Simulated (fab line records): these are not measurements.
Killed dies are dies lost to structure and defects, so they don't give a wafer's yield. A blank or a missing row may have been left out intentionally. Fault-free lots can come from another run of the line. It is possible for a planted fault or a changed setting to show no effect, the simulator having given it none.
Lot-split experiment ; flow gf180mcu ; route with 602 steps; 5 lots, 23 wafers read

== SPLIT DETAILS ==
At GF_HV_LDD_STRIP_22 (strips in O2/N2), the setting platen_temp_c was moved away from the recipe's 250 C on 11 of the 23 wafers read, by -2.0% to +1.9%. This setting was run at the recipe's value on the other wafers.

The reading is taken at the split's own step.

== THE READING ==
oes_product_au, in a.u., at GF_HV_LDD_STRIP_22 (strips in O2/N2). Typical for fault-free wafers on this fab line: 0.716 a.u., with standard deviation 0.0041 a.u.

wafer;tool, chamber at the split;platen_temp_c as run, C;against the recipe;oes_product_au, a.u.;against lot-mates on the recipe
L076.1;plasma_asher-04, 1;246.9;-1.2%;0.691;-0.025
L076.2;plasma_asher-04, 0;250;recipe;0.713;-
L076.3;plasma_asher-04, 0;250;recipe;0.720;-
L076.4;plasma_asher-04, 1;246.9;-1.2%;0.687;-0.029
L076.5;plasma_asher-04, 1;246.9;-1.2%;0.686;-0.030
L078.2;plasma_asher-04, 0;245.1;-2.0%;0.678;-0.039
L078.3;plasma_asher-04, 1;250;recipe;0.719;-
L078.4;plasma_asher-04, 0;250;recipe;0.712;-
L078.5;plasma_asher-04, 1;245.1;-2.0%;0.670;-0.047
L078.6;plasma_asher-04, 0;250;recipe;0.719;-
L079.1;plasma_asher-04, 0;250;recipe;0.725;-
L079.4;plasma_asher-04, 1;250;recipe;0.723;-
L079.5;plasma_asher-04, 0;250;recipe;0.714;-
L082.1;plasma_asher-03, 0;246.8;-1.3%;0.694;-0.022
L082.2;plasma_asher-03, 1;246.8;-1.3%;0.696;-0.020
L082.3;plasma_asher-03, 1;250;recipe;0.718;-
L082.5;plasma_asher-03, 0;246.8;-1.3%;0.689;-0.027
L082.6;plasma_asher-03, 1;250;recipe;0.714;-
L084.1;plasma_asher-04, 0;254.7;+1.9%;0.752;+0.034
L084.2;plasma_asher-04, 1;250;recipe;0.719;-
L084.4;plasma_asher-04, 1;254.7;+1.9%;0.744;+0.026
L084.5;plasma_asher-04, 0;254.7;+1.9%;0.753;+0.035
L084.6;plasma_asher-04, 1;250;recipe;0.718;-

THE FIT
A straight line over all 23 wafers: oes_product_au changes by +0.0197 a.u. for each +1% of platen_temp_c; r = +0.98; the points scatter about the line by 0.0046 a.u.
The same after taking each lot's own level away (the mean of its wafers on the recipe; 23 wafers): +0.019 a.u. for each +1%; r = +0.98; scatter 0.0044 a.u.
Per that fit: largest platen_temp_c move, reading shift of 0.037 a.u.
Measured against the standard deviation above, the lots' own levels, which go from 0.7160 to 0.7207 a.u., span 1.1 times it.
So the lot-to-lot level changes the slope little: the two slopes agree.
Check: with one of the wafers moved furthest among these (-2.0%) left out of the fit, the line predicts -0.0388 a.u. for it against its lot-mates. It came out at -0.0387 a.u. against them.
Tool readings at the split's step, against how far the setting was moved: oes_product_au r = +0.98; strip_time_to_endpoint_s r = -1.00.

== THESE WAFERS: OTHER SPLITS ==
Other splits were also applied to these wafers ahead of the reading. Each is held against what the fit with the lots' levels taken away leaves over:
other split on the same wafers;wafers away from the commonest value;r with oes_product_au (lot level and that fit taken away)
GF_HV_LDD_IMPLANT_09 energy_kev;4;-0.13

== THE WHOLE CHAIN: every reading that the file lists as answering this split, in the file's order ==
step;what it does;reading;change (the file's fit);r (the file's)
GF_HV_LDD_STRIP_22;strips in O2/N2;oes_product_au;+0.0195 a.u. for each +1% of the setting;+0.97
GF_HV_LDD_STRIP_22;strips in O2/N2;strip_time_to_endpoint_s;withheld for each +1% of the setting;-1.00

== FILE'S OWN FIT ==
oes_product_au changes by +0.0195 a.u. for each +1% of platen_temp_c, r = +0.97.
